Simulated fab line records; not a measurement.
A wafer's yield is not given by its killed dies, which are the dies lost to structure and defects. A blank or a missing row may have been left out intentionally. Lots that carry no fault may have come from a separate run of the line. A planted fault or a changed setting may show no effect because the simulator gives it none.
Which of the tools did it? + flow gf180mcu + 36 wafers from 12 lots sampled at 2 of the route's 602 steps

== WHAT THE GAUGES READ, wafer by wafer ==
GF_M4_THK_MEAS_06: measures by xrf.
| lot  | measured     | on            | M4_ALCU_THK (nm) |
|------|--------------|---------------|------------------|
| L431 | day 22 15:02 | film_metro-02 | 452 453 452      |
| L433 | day 23 10:30 | film_metro-04 | 448 442 445      |
| L434 | day 23 14:31 | film_metro-02 | 449 445 451      |
| L435 | day 24 04:28 | film_metro-01 | 448 443 444      |
| L438 | day 24 20:11 | film_metro-04 | 447 446 446      |
| L441 | day 26 03:46 | film_metro-01 | 452 445 454      |
| L444 | day 27 03:14 | film_metro-04 | 451 450 448      |
| L450 | day 28 15:24 | film_metro-02 | 453 451 450      |
| L451 | day 29 04:02 | film_metro-04 | 455 453 451      |
| L452 | day 29 06:05 | film_metro-02 | 450 444 448      |
| L453 | day 29 13:06 | film_metro-02 | 450 451 450      |
| L454 | day 29 23:10 | film_metro-04 | 455 450 455      |

== EACH LOT AND THE TOOL THAT RAN IT (in order: tool; ch and the chambers of the sampled wafers; start) ==
| lot  | GF_V3_CMP_26                  |
|------|-------------------------------|
| L431 | cmp-02 ch 0,1,2, day 22 14:23 |
| L433 | cmp-01 ch 0,2, day 23 09:50   |
| L434 | cmp-02 ch 0,2, day 23 13:56   |
| L435 | cmp-02 ch 0,1,3, day 24 03:50 |
| L438 | cmp-01 ch 1,2,3, day 24 19:38 |
| L441 | cmp-02 ch 0,2,3, day 26 03:07 |
| L444 | cmp-01 ch 0,1,2, day 27 02:35 |
| L450 | cmp-02 ch 0,3, day 28 14:49   |
| L451 | cmp-01 ch 0,1,2, day 29 03:23 |
| L452 | cmp-01 ch 0,1,2, day 29 05:27 |
| L453 | cmp-02 ch 0,1, day 29 12:31   |
| L454 | cmp-01 ch 0,1,3, day 29 22:31 |
- GF_V3_CMP_26: polishes, stops on SiO2, t overpolish 15 s, target thk 0 nm.

== AS READ BY THE TOOLS THEMSELVES (means over the sampled wafers that have a number; for cases with no such wafer, the mark the record gives instead) ==
GF_V3_CMP_26.
| lot  | tool   | motor_current_A (A) | overpolish_run_s (s) | time_to_endpoint_s (s) |
|------|--------|---------------------|----------------------|------------------------|
| L431 | cmp-02 | 11.8                | 14.994               | 86.5                   |
| L433 | cmp-01 | 10.4                | 14.997               | 87.1                   |
| L434 | cmp-02 | 11.9                | 14.995               | 80.4                   |
| L435 | cmp-02 | 10.5                | 14.998               | 86.6                   |
| L438 | cmp-01 | 11.8                | 15.002               | 88.0                   |
| L441 | cmp-02 | 11.0                | 14.995               | 84.6                   |
| L444 | cmp-01 | 10.6                | 14.998               | 86.7                   |
| L450 | cmp-02 | 9.9                 | 15.000               | 83.5                   |
| L451 | cmp-01 | 10.6                | 14.990               | 86.0                   |
| L452 | cmp-01 | 11.0                | 14.997               | 88.3                   |
| L453 | cmp-02 | 11.1                | 15.000               | 87.0                   |
| L454 | cmp-01 | 11.1                | 15.006               | 88.7                   |

== THE ANSWER, worked out from the rows above alone ==
Rule: the lots themselves supply what counts as usual. The widest of any qualifying gaps counts: lots, ordered by their means at a reading, are off when they make up no more than a third of the lots, leave a main group of 4 or more, and stand apart from it by 3 or more times the standard deviation of that group's means. A main group is skipped when, at the precision printed for the reading in the tables above, its means are all equal. Also off: a lot with no number at a reading for which 4 or more lots have one. All remaining lots with rows at the step are treated as sound. First the gauges in route order, then the tools' own readings, where a lot's mean is used as printed above. At the first step where some lot is off, the reading lying furthest off is the one used; lots without a number count as furthest.
Across all readings shown, no lot is off: no conclusion can be drawn from this.

== WHAT THE SIMULATOR HAD INSERTED ==
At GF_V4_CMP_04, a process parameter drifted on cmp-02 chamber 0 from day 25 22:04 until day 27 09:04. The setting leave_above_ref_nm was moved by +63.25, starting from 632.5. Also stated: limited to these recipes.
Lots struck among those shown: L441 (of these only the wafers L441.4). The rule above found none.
